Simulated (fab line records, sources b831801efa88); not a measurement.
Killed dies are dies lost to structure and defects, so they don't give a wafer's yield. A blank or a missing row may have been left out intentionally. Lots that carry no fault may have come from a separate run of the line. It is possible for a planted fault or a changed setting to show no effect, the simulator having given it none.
fab line records	flow sky130
record lots=6	wafers=16	lastDay=50
route steps=708 shown LI_CONTACT@371 LOCAL_INTERCONNECT@387 PAD_OPEN@708
lots that met no fault: taken from a fault-free run of the same line
startH: start of the lot's first displayed wafer, in hours after the record's first day	waitH: time in hours since the lot's previous step	" repeats the value in the row above	L1.1+2: a row that stands for several wafers	- no value, or no start was given	* or withheld: withheld	< > ~ a bound
route shown NAME@n: a module of which the file shows steps, and the number in the route of the first	usual: the fault-free wafers' mean and standard deviation	same: alike in all rows	chamber/n: place in a boat	sites: per-site readings	_std_site: the standard deviation of these	_edge_site: the outer-site mean with the inner-site mean subtracted	radiusMm: how far each site lies from the wafer's centre	mask NAME#n: copy n	behind: the last tool/chamber to shape the wafer	hold: cause of the lot's hold/its duration in hours/its outcome	device: the transistor (n, p or np) that didn't switch	end of line: the tests these same wafers got at the end of their route	a step with no rows: only its recipe	killed: count of dies lost to structure and defects at first sort (not the wafer's yield)	map: the dies of a wafer, with x for killed, . for not killed, _ for no die there
set.NAME: the setting the step ran with; set.NAME@STEP: the setting that earlier step ran with	model.NAME: the simulator's own value behind a step, which no gauge read
lots at selected steps of the route; one table per step, one row per wafer
services: the hour from which a tool's chamber was out of use, counted from the record's first day as startH (under 0 if before that day), plus the number of hours and why
## steps
# step SKY_LI_CONTACT_EXPOSE_09
# recipe maskId=LICM1	na=0.8	sourceShape=annular	sigmaInner=0.55	sigmaOuter=0.85	targetCdNm=170	doseMj=38
# step SKY_LI_CONTACT_PEB_10
# recipe pebTempC=withheld	pebTimeS=withheld	resist=KrF-thick
# step SKY_LI_CONTACT_DEVELOP_11
# recipe developTimeS=60	resist=KrF-thick	devTempC=21
# step SKY_LI_CONTACT_CD_MEAS_12
# recipe targetCdNm=170
# usual cdNm=170.0/1.4
lot.wafer	tool	chamber	startH	waitH	cdNm
L151.1	cdSem-02	-	766.46	-	168.3
L151.3	"	-	"	"	169.3
L151.6	"	-	"	"	168.9
L153.1	cdSem-01	-	769.29	-	169.3
L153.2	"	-	"	"	170.0
L153.6	"	-	"	"	168.9
L159.2	cdSem-02	-	814.21	-	172.0
L159.4	"	-	"	"	170.4
L160.1	cdSem-01	-	822.09	-	171.0
L160.3	"	-	"	"	169.1
L164.1	cdSem-01	-	839.69	-	170.7
L164.2	"	-	"	"	171.9
L164.3	"	-	"	"	170.9
L165.1	cdSem-01	-	846.77	-	170.0
L165.4	"	-	"	"	169.5
L165.5	"	-	"	"	169.9
# step SKY_LI_CONTACT_OVL_MEAS_13
# usual LI_CONTACT_OVL=2/4.8
lot.wafer	tool	chamber	startH	waitH	LI_CONTACT_OVL[nm]
L151.1	overlay-01	-	766.58	0.1	2
L151.3	"	-	"	"	3
L151.6	"	-	"	"	0
L153.1	overlay-01	-	769.41	0.1	-1
L153.2	"	-	"	"	-5
L153.6	"	-	"	"	-2
L159.2	overlay-02	-	814.32	0.1	5
L159.4	"	-	"	"	0
L160.1	overlay-01	-	822.21	0.1	-4
L160.3	"	-	"	"	-5
L164.1	overlay-02	-	839.81	0.1	-8
L164.2	"	-	"	"	-2
L164.3	"	-	"	"	-6
L165.1	overlay-01	-	846.89	0.1	8
L165.4	"	-	"	"	6
L165.5	"	-	"	"	7
# step SKY_LI_CONTACT_ETCH_14
# recipe chemistry=N2/H2	target=BARC	ionEnergyEv=200	sourceW=500	biasW=100	pressureMtorr=30	n2FlowSccm=100	h2FlowSccm=200	stopOn=SiO2	timeS=45.9	targetDepthA=600
# usual drypumpMotorCurrentA=5.7/0.42	oesProductAu=0.855/0.005	throttleValvePct=13.225/0.0089
lot.wafer	tool	chamber	startH	waitH	drypumpMotorCurrentA	oesProductAu	rfHoursCounterH	throttleValvePct
L151.1	rieDiel-02	3	766.61	0.0	5.3	0.854	5	13.243
L151.3	"	0	"	"	5.4	0.861	1	13.236
L151.6	"	2	"	"	5.2	0.852	-	13.227
L153.1	rieDiel-01	2	769.45	0.0	5.9	0.851	8	13.222
L153.2	"	1	"	"	6.2	0.861	21	13.218
L153.6	"	3	"	"	5.7	0.854	-	13.214
L159.2	rieDiel-02	0	814.35	0.0	5.4	0.859	2	13.208
L159.4	"	3	"	"	5.2	0.854	6	13.220
L160.1	rieDiel-01	0	822.25	0.0	5.4	0.852	13	13.228
L160.3	"	1	"	"	6.2	0.856	23	13.220
L164.1	rieDiel-01	1	839.85	0.0	6.2	0.863	24	13.240
L164.2	"	3	"	"	5.8	0.841	12	13.230
L164.3	"	0	"	"	5.4	0.847	14	13.224
L165.1	rieDiel-01	0	846.92	0.0	5.4	0.860	14	13.238
L165.4	"	1	"	"	6.2	0.858	24	13.225
L165.5	"	0	"	"	5.4	0.866	-	13.222
# step SKY_LI_CONTACT_ETCH_15
# recipe target=PSG	chemistry=C4F8/O2/Ar	stopOn=Si	taperDeg=4.15	maskMaterial=KrF-thick	sourceW=1500	biasW=1200	pressureMtorr=40	c4f8FlowSccm=withheld	O2_flow_sccm=6	Ar_flow_sccm=300	timeS=withheld	targetDepthA=6000
# usual oesProductAu=0.836/0.0046
lot.wafer	tool	chamber	startH	waitH	oesProductAu
L151.1	rieDiel-02	3	766.65	0.0	0.834
L151.3	"	0	"	"	0.834
L151.6	"	2	"	"	0.841
L153.1	rieDiel-01	2	769.49	0.0	0.840
L153.2	"	1	"	"	0.833
L153.6	"	3	"	"	0.843
L159.2	rieDiel-02	0	814.39	0.0	0.836
L159.4	"	3	"	"	0.838
L160.1	rieDiel-01	0	822.29	0.0	0.826
L160.3	"	1	"	"	0.825
L164.1	rieDiel-01	1	839.89	0.0	0.841
L164.2	"	3	"	"	0.831
L164.3	"	0	"	"	0.835
L165.1	rieDiel-01	0	846.97	0.0	0.835
L165.4	"	1	"	"	0.844
L165.5	"	0	"	"	0.836
# step SKY_LI_CONTACT_STRIP_16
# recipe chemistry=O2/N2	powerW=1400	pressureMtorr=1500	platenTempC=withheld	o2FlowSccm=3000	n2FlowSccm=300	overashFraction=0.5
# usual drypumpMotorCurrentA=5.8/0.54	oesProductAu=0.375/0.0046	stripTimeToEndpointS=3.50/0.032
# same overashFraction=0.5
lot.wafer	tool	chamber	startH	waitH	drypumpMotorCurrentA	oesProductAu	rfHoursCounterH	stripTimeToEndpointS
L151.1	plasmaAsher-03	1	766.74	-	5.6	0.371	2	3.50
L151.3	"	0	"	"	6.2	0.366	-	3.45
L151.6	"	1	"	"	5.6	0.373	-	3.51
L153.1	plasmaAsher-04	1	769.58	-	5.9	0.371	95	3.46
L153.2	"	0	"	"	5.0	0.376	95	3.53
L153.6	"	1	"	"	5.9	0.377	-	3.50
L159.2	plasmaAsher-04	1	814.48	-	5.9	0.370	99	3.41
L159.4	"	0	"	"	5.0	0.375	-	3.47
L160.1	plasmaAsher-03	0	822.38	-	6.2	0.376	8	3.51
L160.3	"	0	"	"	6.2	0.380	-	3.54
L164.1	plasmaAsher-04	0	839.98	-	5.0	0.376	102	3.48
L164.2	"	1	"	"	5.8	0.369	102	3.49
L164.3	"	1	"	"	5.9	0.382	-	3.49
L165.1	plasmaAsher-02	0	847.05	-	6.7	0.373	71	3.49
L165.4	"	0	"	"	6.7	0.382	-	3.49
L165.5	"	0	"	"	6.7	0.371	-	3.49
# step SKY_LI_CONTACT_CLEAN_17
# recipe chemistry=NMP	timeS=600	tempC=60	dry=n2Spin
# step SKY_LI_CONTACT_PRE_CLEAN_18
# recipe gas=Ar	timeS=5.6	biasV=358
# step SKY_LI_CONTACT_SPUTTER_19
# recipe material=Ti	targetThkNm=20	chamberPressurePa=5	powerW=2500	substrateTempC=200	timeS=106.37
# usual throttleValvePct=29.7/1.2
lot.wafer	tool	chamber	startH	waitH	throttleValvePct
L151.1	pvdSputter-01	-	767.07	0.0	30.2
L151.3	"	-	"	"	29.5
L151.6	"	-	"	"	30.1
L153.1	pvdSputter-04	-	769.87	0.0	29.8
L153.2	"	-	"	"	30.3
L153.6	"	-	"	"	27.7
L159.2	pvdSputter-01	-	814.77	0.0	29.9
L159.4	"	-	"	"	29.6
L160.1	pvdSputter-01	-	822.67	0.0	32.3
L160.3	"	-	"	"	29.6
L164.1	pvdSputter-04	-	840.27	0.0	29.6
L164.2	"	-	"	"	30.1
L164.3	"	-	"	"	28.9
L165.1	pvdSputter-04	-	847.36	0.0	27.6
L165.4	"	-	"	"	29.3
L165.5	"	-	"	"	29.3
# step SKY_LI_CONTACT_SPUTTER_20
# recipe material=TiN	targetThkNm=20	chamberPressurePa=5	powerW=4000	timeS=80
# usual throttleValvePct=29.7/1.2
lot.wafer	tool	chamber	startH	waitH	throttleValvePct
L151.1	pvdSputter-01	-	767.14	0.0	30.0
L151.3	"	-	"	"	29.3
L151.6	"	-	"	"	30.2
L153.1	pvdSputter-04	-	769.95	0.0	29.6
L153.2	"	-	"	"	30.4
L153.6	"	-	"	"	27.4
L159.2	pvdSputter-01	-	814.85	0.0	29.9
L159.4	"	-	"	"	29.5
L160.1	pvdSputter-01	-	822.75	0.0	32.3
L160.3	"	-	"	"	29.2
L164.1	pvdSputter-04	-	840.35	0.0	29.7
L164.2	"	-	"	"	30.5
L164.3	"	-	"	"	28.8
L165.1	pvdSputter-04	-	847.44	0.0	27.3
L165.4	"	-	"	"	29.1
L165.5	"	-	"	"	29.0
# step SKY_LI_CONTACT_CVD_21
# recipe material=W	targetThkNm=400	timeS=120.56	tempC=400	pressureTorr=40
# usual heaterPowerW=832/42
lot.wafer	tool	chamber	startH	waitH	heaterPowerW	model.W_of_LI_CONTACT_CVD_21.thkNm
L151.1	cvdW-01	1	767.20	0.0	772	401.1
L151.3	"	1	"	"	769	401.6
L151.6	"	0	"	"	792	405.8
L153.1	cvdW-01	1	770.01	0.0	755	394.7
L153.2	"	0	"	"	826	401.8
L153.6	"	0	"	"	810	403.5
L159.2	cvdW-01	1	814.91	0.0	764	391.7
L159.4	"	1	"	"	785	449.6
L160.1	cvdW-01	1	822.81	0.0	770	451.6
L160.3	"	0	"	"	816	406.8
L164.1	cvdW-02	1	840.41	0.0	876	397.3
L164.2	"	0	"	"	859	403.4
L164.3	"	1	"	"	884	394.3
L165.1	cvdW-02	0	847.50	0.0	851	402.8
L165.4	"	1	"	"	880	399.6
L165.5	"	1	"	"	897	396.1
# step SKY_LI_CONTACT_RS_MEAS_22
# recipe thkMeasGauge=four-point-probe	reads=W_of_LI_CONTACT_CVD_21+TiN_of_LI_CONTACT_SPUTTER_20+Ti_of_LI_CONTACT_SPUTTER_19
# usual LI_CONTACT_W_RS=0.285/0.004
lot.wafer	tool	chamber	startH	waitH	LI_CONTACT_W_RS[ohm/sq]
L151.1	filmMetro-01	-	767.33	0.1	0.284
L151.3	"	-	"	"	0.283
L151.6	"	-	"	"	0.280
L153.1	filmMetro-02	-	770.13	0.1	0.289
L153.2	"	-	"	"	0.283
L153.6	"	-	"	"	0.282
L159.2	filmMetro-03	-	815.05	0.1	0.291
L159.4	"	-	"	"	0.254
L160.1	filmMetro-01	-	822.93	0.1	0.252
L160.3	"	-	"	"	0.280
L164.1	filmMetro-01	-	840.53	0.1	0.287
L164.2	"	-	"	"	0.282
L164.3	"	-	"	"	0.289
L165.1	filmMetro-03	-	847.63	0.1	0.283
L165.4	"	-	"	"	0.286
L165.5	"	-	"	"	0.288
# step SKY_LI_CONTACT_THK_MEAS_23
# recipe thkMeasGauge=xrf	reads=W_of_LI_CONTACT_CVD_21
# usual LI_CONTACT_W_THK=396/6.8
lot.wafer	tool	chamber	startH	waitH	LI_CONTACT_W_THK[nm]
L151.1	filmMetro-01	-	767.45	0.1	394
L151.3	"	-	"	"	397
L151.6	"	-	"	"	399
L153.1	filmMetro-02	-	770.25	0.1	388
L153.2	"	-	"	"	400
L153.6	"	-	"	"	400
L159.2	filmMetro-03	-	815.16	0.1	392
L159.4	"	-	"	"	453
L160.1	filmMetro-01	-	823.05	0.1	445
L160.3	"	-	"	"	406
L164.1	filmMetro-01	-	840.65	0.1	395
L164.2	"	-	"	"	402
L164.3	"	-	"	"	393
L165.1	filmMetro-03	-	847.75	0.1	404
L165.4	"	-	"	"	401
L165.5	"	-	"	"	396
# step SKY_LI_CONTACT_CMP_24
# recipe stopOn=PSG	tOverpolishS=20	downForcePsi=3.5	platenRpm=60	targetThkNm=0	padVelocityMS=0.94248
# usual motorCurrentA=10.9/1.2	timeToEndpointS=93/3.8
lot.wafer	tool	chamber	startH	waitH	motorCurrentA	timeToEndpointS
L151.1	cmp-01	1	767.51	0.1	12.3	96
L151.3	"	3	"	"	12.5	95
L151.6	"	2	"	"	11.5	96
L153.2	cmp-01	0	770.31	0.0	8.9	94
L153.1	"	2	"	"	11.0	94
L153.6	"	1	"	"	11.9	93
L159.4	cmp-01	0	815.21	0.0	8.9	106
L159.2	"	1	"	"	11.9	90
L160.1	cmp-01	0	823.11	0.1	9.7	106
L160.3	"	1	"	"	11.8	94
L164.1	cmp-02	1	840.89	0.2	10.2	95
L164.2	"	3	"	"	11.4	98
L164.3	"	0	"	"	10.4	92
L165.4	cmp-02	3	847.86	0.1	11.8	98
L165.1	"	0	"	"	10.4	93
L165.5	"	3	"	"	11.6	95
# step SKY_LOCAL_INTERCONNECT_SPUTTER_00
# recipe material=TiN	targetThkNm=100	tempC=300	powerW=6500	timeS=83.3	chamberPressurePa=0.4
# step SKY_PAD_OPEN_PROBE_99
# usual killed_at_M0_to_M3=44/6.5	killed_at_M4_up=3.3/1.9	killedAtContacts=24/5.3	killedAtFrontEnd=15/4.5	killedAtOther=0.3/0.58	killedDies=87/9.3	killedOpen=48/6.6	killedShort=39/6.1
# same grossDies=492	killedAtBackSide=0
lot.wafer	tool	chamber	startH	waitH	killed_at_M0_to_M3	killed_at_M4_up	killedAtContacts	killedAtFrontEnd	killedAtOther	killedDies	killedOpen	killedShort
L151.3	prober-01	-	1140.78	0.2	42	3	25	11	0	81	39	42
L151.6	prober-01	-	1140.93	0.2	46	2	30	12	0	90	56	34
L153.6	prober-01	-	1144.24	0.2	39	4	31	18	0	92	51	41
L159.2	prober-01	-	1174.93	0.1	54	4	18	8	0	84	38	46
L159.4	prober-01	-	1175.03	0.2	47	3	18	18	0	86	45	41
L160.3	prober-02	-	1177.85	0.2	41	4	36	11	0	92	44	48
L164.1	prober-02	-	1190.29	0.1	54	3	23	14	0	94	49	45
L164.2	prober-02	-	1190.34	0.1	46	3	24	19	0	92	48	44
L164.3	prober-02	-	1190.39	0.2	56	7	23	16	0	102	55	47
L165.1	prober-02	-	1193.90	0.1	50	7	24	11	1	93	54	39
L165.4	prober-02	-	1194.05	0.2	44	6	33	14	0	97	52	45
L165.5	prober-02	-	1194.10	0.2	48	2	29	11	2	92	52	40
# killed by level:class
L151.3 VIA1:geometricParticle:short=9 VIA1:geometricParticle:open=7 VIA2:geometricParticle:open=7 CONTACT:geometricParticle:open=6 LI_CONTACT:geometricParticle:open=5 LI_CONTACT:geometricParticle:short=5 CONTACT:geometricParticle:short=5 FIELD_ISO:geometricParticle:short=3
L151.6 CONTACT:geometricParticle:open=13 VIA1:geometricParticle:open=11 LI_CONTACT:geometricParticle:open=9 VIA1:geometricParticle:short=7 METAL1:geometricParticle:short=6 VIA2:geometricParticle:open=5 METAL2:geometricParticle:short=4 METAL1:geometricParticle:open=4
L153.6 VIA1:geometricParticle:open=14 LI_CONTACT:geometricParticle:open=10 CONTACT:geometricParticle:open=8 METAL2:geometricParticle:short=6 FIELD_ISO:geometricParticle:short=5 LOCAL_INTERCONNECT:geometricParticle:short=5 SPACER:geometricParticle:short=4 VIA2:geometricParticle:open=4
L159.2 VIA1:geometricParticle:open=13 METAL2:geometricParticle:short=9 METAL1:geometricParticle:short=7 VIA2:geometricParticle:open=7 FIELD_ISO:geometricParticle:short=6 CONTACT:geometricParticle:short=6 VIA1:geometricParticle:short=6 CONTACT:geometricParticle:open=5
L159.4 VIA1:geometricParticle:open=12 VIA3:geometricParticle:open=9 VIA1:geometricParticle:short=6 POLY_GATE:geometricParticle:short=5 LI_CONTACT:geometricParticle:open=5 POLY_GATE:geometricParticle:open=4 CONTACT:geometricParticle:open=4 METAL2:geometricParticle:short=4
L160.3 LOCAL_INTERCONNECT:geometricParticle:short=13 VIA3:geometricParticle:open=8 LI_CONTACT:geometricParticle:open=7 CONTACT:geometricParticle:open=7 CONTACT:geometricParticle:short=6 VIA2:geometricParticle:open=5 VIA1:geometricParticle:open=5 VIA1:geometricParticle:short=5
L164.1 VIA3:geometricParticle:open=11 CONTACT:geometricParticle:open=11 VIA1:geometricParticle:open=8 VIA2:geometricParticle:open=6 VIA1:geometricParticle:short=6 LOCAL_INTERCONNECT:geometricParticle:short=5 METAL3:geometricParticle:short=5 METAL2:geometricParticle:short=5
L164.2 VIA1:geometricParticle:open=11 VIA1:geometricParticle:short=8 METAL2:geometricParticle:short=8 CONTACT:geometricParticle:open=8 LI_CONTACT:geometricParticle:open=6 VIA2:geometricParticle:open=6 CONTACT:geometricParticle:short=5 VIA3:geometricParticle:open=5
L164.3 CONTACT:geometricParticle:open=12 VIA1:geometricParticle:open=12 VIA2:geometricParticle:open=11 METAL1:geometricParticle:short=6 VIA1:geometricParticle:short=6 METAL4:geometricParticle:short=6 FIELD_ISO:geometricParticle:open=5 METAL3:geometricParticle:short=5
L165.1 VIA1:geometricParticle:open=10 METAL1:geometricParticle:short=8 LI_CONTACT:geometricParticle:open=8 VIA2:geometricParticle:open=8 CONTACT:geometricParticle:open=7 VIA1:geometricParticle:short=7 CONTACT:geometricParticle:short=7 VIA3:geometricParticle:open=6
L165.4 CONTACT:geometricParticle:open=14 VIA1:geometricParticle:open=12 METAL2:geometricParticle:short=8 POLY_GATE:geometricParticle:short=6 LOCAL_INTERCONNECT:geometricParticle:short=6 VIA2:geometricParticle:open=6 METAL3:geometricParticle:short=5 LI_CONTACT:geometricParticle:short=5
L165.5 VIA1:geometricParticle:open=17 CONTACT:geometricParticle:open=16 CONTACT:geometricParticle:short=6 VIA2:geometricParticle:open=6 METAL1:geometricParticle:short=5 VIA1:geometricParticle:short=5 METAL3:geometricParticle:short=5 FIELD_ISO:geometricParticle:short=4
## services
tool	chamber	startH	hours	kind
plasmaAsher-03	0	742.75	-	clean
plasmaAsher-03	1	742.75	-	clean
cmp-01	-	744.48	4.0	pm
pvdSputter-01	-	746.27	0.8	repair
cmp-01	-	748.48	-	consumableReplace:conditioner
cmp-01	-	748.48	-	consumableReplace:pad
cmp-02	-	749.33	2.4	pm
cmp-01	-	785.61	3.7	pm
pvdSputter-01	-	786.95	2.5	repair
rieDiel-01	2	788.28	7.8	repair
rieDiel-02	3	792.01	9.5	repair
cvdW-01	0	793.91	14.8	repair
rieDiel-02	0	794.33	16.4	repair
pvdSputter-04	-	796.82	4.7	repair
plasmaAsher-03	-	808.35	2.8	pm
cvdW-02	0	814.37	3.9	repair
plasmaAsher-02	-	826.96	14.6	pm
cvdW-01	-	840.43	0.6	repair
## key
firstSign step=SKY_LI_CONTACT_RS_MEAS_22	reading=LI_CONTACT_W_RS	direction=down	sigmas=8.3	usual=0.285	struck=0.253
effect step=SKY_LI_CONTACT_THK_MEAS_23	reading=LI_CONTACT_W_THK	direction=up	sigmas=7.8	usual=396	struck=449
effect step=SKY_LI_CONTACT_CMP_24	reading=timeToEndpointS	direction=up	sigmas=3.5	usual=*	struck=*
modelEffect step=SKY_LI_CONTACT_CVD_21	value=W_of_LI_CONTACT_CVD_21.thkNm	without=402.3	struck=450.6
metAt SKY_LI_CONTACT_CVD_21
struckWafers L159.4,L160.1
testerLeftOut L159,L160
onsetBetween 770.01 814.91
fault kind=processParameterDrift	tool=cvdW-01	chamber=-	onsetH=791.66	steps=SKY_LI_CONTACT_CVD_21	channel=targetThkNm	offset=48.275	shape=step	endH=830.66	scope=struckWafersOnly	actsIn=theseRecipesOnly	stated=400
# testerLeftOut: of these lots the tester's yield and bins aren't shown, on N5 and GAA mostly nor the transistor test; their killed dies are dies lost to structure and defects alone, not to doping, threshold or leakage, so they don't give the yield
